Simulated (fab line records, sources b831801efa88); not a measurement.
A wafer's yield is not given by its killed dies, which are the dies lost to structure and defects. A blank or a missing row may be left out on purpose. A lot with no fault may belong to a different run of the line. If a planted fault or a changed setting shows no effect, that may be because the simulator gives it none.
One fault seen from 2 desks | flow sky130 | each desk holds nothing but its own numbers, with what lay behind them at the end

METROLOGY DESK
Lot by lot, what the gauges showed, no matter which tool ran the lot: averages of those sampled wafers that carry a number. Any lot whose mean is over 4 standard deviations away from the usual mean is out of limits and marked OUT; that distance is given in the brackets.
Columns: A = cd nm at SKY_POLY_CUT_CD_MEAS_08, usual 270.6 nm; B = POLY_CUT_OVL at SKY_POLY_CUT_OVL_MEAS_09, usual 1 nm; C = cd nm at SKY_SD_P_CD_MEAS_07, usual 380.0 nm
lot  | first seen here | A     | B  | C
L623 | day 27 16:53    | 272.6 | 0  | 384.4
L624 | day 27 21:53    | 270.9 | 1  | 385.5
L628 | day 29 20:28    | 270.2 | 5  | 375.9
L633 | day 32 01:41    | 268.9 | -9 | 377.9
L636 | day 32 04:23    | 269.8 | -7 | 380.2
L637 | day 32 11:09    | 269.6 | 8  | 378.4
This desk's verdict: no lot among the 6 shows anything out of limits.

DESK OF THE TOOL OWNER: litho track-01
The tool's own readings at SKY_SD_P_DEVELOP_06 (develop time 60 s): means of the sampled wafers that have a number, for each lot that ran on this tool. Any lot whose mean is over 4 standard deviations away from the usual mean is out of limits and marked OUT; that distance is given in the brackets.
Columns: A = developer temp C at SKY_SD_P_DEVELOP_06, usual 22.99 C
lot  | first seen here | A
L623 | day 28 21:46    | 20.73 (-23) OUT
L624 | day 29 02:50    | 20.69 (-23) OUT
L637 | day 33 14:08    | 23.03
This desk's verdict: out of limits on L623, L624, starting with L623 at day 28 21:46 (developer temp C at SKY_SD_P_DEVELOP_06). In limits: L637.

ALL TOGETHER
At day 28 21:46, on L623, L624, the tool owner's desk was in a position to raise an alarm.
Nothing out of limits was seen by the metrology desk.
The metrology desk holds a record of L623, L624, inside its limits.
All the named lots went through SKY_SD_P_DEVELOP_06 on litho track-01.

WHAT THE SIMULATOR HAD PUT IN
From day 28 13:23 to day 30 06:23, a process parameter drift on litho track-01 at SKY_SD_P_DEVELOP_06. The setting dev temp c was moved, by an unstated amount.
Struck lots among those shown: L623, L624.
Each desk's first reading out of limits, in hours after the fault started: the tool owner's desk, 8.
